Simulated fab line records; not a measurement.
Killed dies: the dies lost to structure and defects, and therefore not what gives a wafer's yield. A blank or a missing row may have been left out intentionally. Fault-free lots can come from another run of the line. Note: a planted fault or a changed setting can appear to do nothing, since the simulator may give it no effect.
Chamber matching :: flow sky130 :: SKY_POLY_GATE_ETCH_17 on rie-si-02 has 4 sister chambers
The step etches poly-Si in HBr/Cl2, stops on SiO2, target depth 180 nm, time 70.5 s. 8 wafers are shown with their chamber, then 6 later ones without.

## WAFERS WITH THEIR CHAMBER
wafer: L215.6
chamber: 2
drypump-motor-current-A (A): 5.1
oes-product-au (a.u.): 0.986

wafer: L219.3
chamber: 2
drypump-motor-current-A (A): 5.1
oes-product-au (a.u.): 1.003

wafer: L220.6
chamber: 1
drypump-motor-current-A (A): 6.0
oes-product-au (a.u.): 0.994

wafer: L223.2
chamber: 1
drypump-motor-current-A (A): 6.0
oes-product-au (a.u.): 1.001

wafer: L223.5
chamber: 0
drypump-motor-current-A (A): 5.5
oes-product-au (a.u.): 0.988

wafer: L223.6
chamber: 3
drypump-motor-current-A (A): 6.1
oes-product-au (a.u.): 0.996

wafer: L228.2
chamber: 0
drypump-motor-current-A (A): 5.4
oes-product-au (a.u.): 0.997

wafer: L228.3
chamber: 3
drypump-motor-current-A (A): 6.2
oes-product-au (a.u.): 0.994

## WAFERS MISSING THEIR CHAMBER
wafer: L228.6
drypump-motor-current-A (A): 5.1
oes-product-au (a.u.): 0.985

wafer: L230.3
drypump-motor-current-A (A): 6.1
oes-product-au (a.u.): 0.990

wafer: L230.4
drypump-motor-current-A (A): 6.0
oes-product-au (a.u.): 0.986

wafer: L230.6
drypump-motor-current-A (A): 6.0
oes-product-au (a.u.): 0.995

wafer: L229.1
drypump-motor-current-A (A): 5.1
oes-product-au (a.u.): 0.992

wafer: L229.5
drypump-motor-current-A (A): 6.0
oes-product-au (a.u.): 0.992

## WHICH CHAMBER EACH WENT THROUGH
wafer: L228.6
from the rows above: 2
in truth: 2

wafer: L230.3
from the rows above: can't be placed: 3 or 1
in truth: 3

wafer: L230.4
from the rows above: can't be placed: 1 or 3
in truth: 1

wafer: L230.6
from the rows above: 1
in truth: 1

wafer: L229.1
from the rows above: 2
in truth: 2

wafer: L229.5
from the rows above: 1
in truth: 1
4 of 6 placed correctly. From these rows, 2 cannot be placed; in 2 the true chamber is one of the candidates. Placed wrongly: 0.
How it was worked out, from the rows above alone: a wafer's distance from a chamber is the root of the sum, over the readings, of the square of ((its reading less the chamber's mean) divided by the reading's scatter). If the next closest chamber is less than 2 further off than the closest, the wafer can't be placed; otherwise it belongs to the closest. For every chamber, the mean is computed from those of its wafers that are shown. The scatter: the root of (the sum of the squares of (reading less its chamber's mean) over the shown wafers, divided by (wafers less chambers)).
